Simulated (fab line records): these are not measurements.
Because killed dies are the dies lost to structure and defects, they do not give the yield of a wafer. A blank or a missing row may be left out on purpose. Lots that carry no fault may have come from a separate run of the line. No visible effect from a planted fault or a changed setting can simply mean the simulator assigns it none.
A lot that was struck, set against a sound lot | flow gf180mcu | 16 steps out of a route of 602
Sound: wafers L123.1, L123.2, L123.4. Struck: wafers L135.1, L135.4. At the end, the cause is stated.
At each step with rows: each side's tool, then ch and its chambers, then its first start. Under that, the readings that differ: sound wafers | struck wafers | difference of the means | sigmas: that difference in standard deviations of wafers without a fault.
alike: readings with means less than 2 such deviations apart, plus words and numbers identical on both sides. not compared: withheld readings, readings lacking a value on some wafer, bounds such as >300 that could conceal the same value, and numbers that have no deviation in the record and whose values overlap.
Wherever a step has rows on one side only, a row that says differs or no value, or a row with sigmas, the two part there. When numbers do not overlap yet have no deviation, they are printed without sigmas and do not part them. A reading missing from all wafers of one side parts the sides only when that side holds two or more wafers.

first, 4 steps without rows for these wafers: GF_M4_SOFTBAKE_10 (time 60 s); GF_M4_EXPOSE_11 (exposes mask Metal4, target cd 280 nm); GF_M4_PEB_12 (peb time 90 s); GF_M4_DEVELOP_13 (develop time 60 s).
GF_M4_CD_MEAS_14 targets a cd of 280 nm.
  sound on cd sem-01 at day 23 20:21; struck on cd sem-01 at day 28 01:48
  reading    | sound             | struck      | difference | sigmas
  cd nm (nm) | 278.6 277.8 277.7 | 281.2 280.6 | +2.9       | +2
GF_M4_OVL_MEAS_15:
  sound on overlay-02 at day 23 20:28; struck on overlay-01 at day 28 01:55
  alike: M4_OVL
GF_M4_METAL_ETCH_16: etches the open film in Cl2/BCl3, stops on SiO2, target depth 750.8 nm, time 125.1 s.
  sound on rie metal-03 ch 0,1, day 23 20:31; struck on rie metal-01 ch 0, day 28 01:58
  alike: drypump motor current A, oes product au, throttle valve pct
  not compared: rf hours counter h
GF_M4_STRIP_17: strips in O2/N2.
  sound on plasma asher-03 ch 0,1, day 23 20:38; struck on plasma asher-01 ch 1, day 28 02:05
  reading           | sound                | struck        | difference | sigmas
  platen temp c (C) | 249.68 249.92 249.77 | 250.29 250.17 | +0.44      | +3
  alike: drypump motor current A, heater power w, oes product au, strip time to endpoint s
  not compared: rf hours counter h
then, 3 steps without rows for these wafers: GF_M4_STRIP_18 (strips in post etch residue remover, time 1200 s); GF_M4_CLEAN_19 (cleans in DIW); GF_V4_CVD_00 (deposits SiO2, target thk 600 nm, time 100 s).
GF_V4_THK_MEAS_01:
  sound on film metro-03 at day 23 21:14; struck on film metro-04 at day 28 02:41
  alike: V4_CVD_00_THK
GF_V4_CVD_02: deposits SiO2 from TEOS, target thk 850 nm, time 94.851 s.
  sound on pecvd-02 ch 0,2, day 23 21:18; struck on pecvd-02 ch 2, day 28 02:45
  reading                             | sound             | struck      | difference | sigmas
  model.SiO2_of_V4_CVD_02.thk nm (nm) | 825.7 834.4 834.1 | 693.7 708.5 | -130.3     |
  alike: heater power w
GF_V4_THK_MEAS_03:
  sound on film metro-02 at day 23 21:25; struck on film metro-02 at day 28 02:49
  reading            | sound       | struck  | difference | sigmas
  V4_CVD_02_THK (nm) | 826 834 834 | 694 709 | -130       | -12
GF_V4_CMP_04: polishes SiO2.
  sound on cmp-01 ch 1,2,3, day 23 21:28; struck on cmp-01 ch 2,3, day 28 02:56
  reading                | sound    | struck | difference | sigmas
  time to endpoint s (s) | 72 82 77 | 19 25  | -55        | -10
  alike: head pressure psi, motor current A
GF_V4_BOW_MEAS_05:
  sound on film metro-04 at day 23 21:46; struck on film metro-02 at day 28 03:11
  alike: V4_BOW

== WHERE THEY PART ==
First at GF_M4_CD_MEAS_14; last, within this record, at GF_V4_CMP_04. Later steps at which nothing parts them and some readings are alike: GF_V4_BOW_MEAS_05.

WHY: what the simulator had put in
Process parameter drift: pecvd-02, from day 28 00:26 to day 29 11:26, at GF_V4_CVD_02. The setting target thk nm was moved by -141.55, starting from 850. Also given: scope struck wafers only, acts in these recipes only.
